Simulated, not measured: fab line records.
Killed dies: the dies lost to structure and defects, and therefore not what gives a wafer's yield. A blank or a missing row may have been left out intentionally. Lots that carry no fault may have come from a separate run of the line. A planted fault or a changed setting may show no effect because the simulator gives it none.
Matching of chambers ; flow sky130 ; 4 sister chambers for SKY_VIA3_ETCH_15 on rieDiel-02
The step etches SiO2 in C4F8/O2/Ar, stops on TiN, target depth 507 nm, time 78 s. 4 wafers are shown with their chamber, then 10 later ones without.

== WAFERS WITH THEIR CHAMBER ==
wafer;chamber;oesProductAu (a.u.)
L672.3;1;0.945
L681.4;3;0.957
L682.1;0;0.949
L682.4;2;0.939

== WAFERS WITH NO CHAMBER GIVEN ==
wafer;oesProductAu (a.u.)
L682.5;0.946
L683.2;0.955
L683.5;0.942
L683.6;0.946
L685.1;0.943
L685.3;0.947
L685.5;0.947
L689.3;0.945
L689.4;0.948
L689.5;0.950

== WHICH CHAMBER EACH ONE RAN IN ==
wafer;from the rows above;in truth
L682.5;can't be placed: 1 or 0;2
L683.2;3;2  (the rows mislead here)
L683.5;can't be placed: 1 or 2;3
L683.6;can't be placed: 1 or 0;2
L685.1;can't be placed: 1 or 2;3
L685.3;can't be placed: 0 or 1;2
L685.5;can't be placed: 0 or 1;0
L689.3;1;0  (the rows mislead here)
L689.4;can't be placed: 0 or 1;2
L689.5;0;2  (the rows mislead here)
Correctly placed: 0 of 10. From these rows, 7 cannot be placed; in 1 the true chamber is one of the candidates. Wrongly placed: 3.
How it was worked out, from the rows above alone: a wafer's distance from a chamber is the root of the sum, over the readings, of the square of ((its reading less the chamber's mean) divided by the reading's scatter). If the next closest chamber is less than 2 further off than the closest, the wafer can't be placed; otherwise it belongs to the closest. Each chamber's mean is taken over the wafers shown for it. The scatter: with one shown wafer a chamber, the root of the mean of the squares of how far each hidden wafer lies from its nearest shown one.
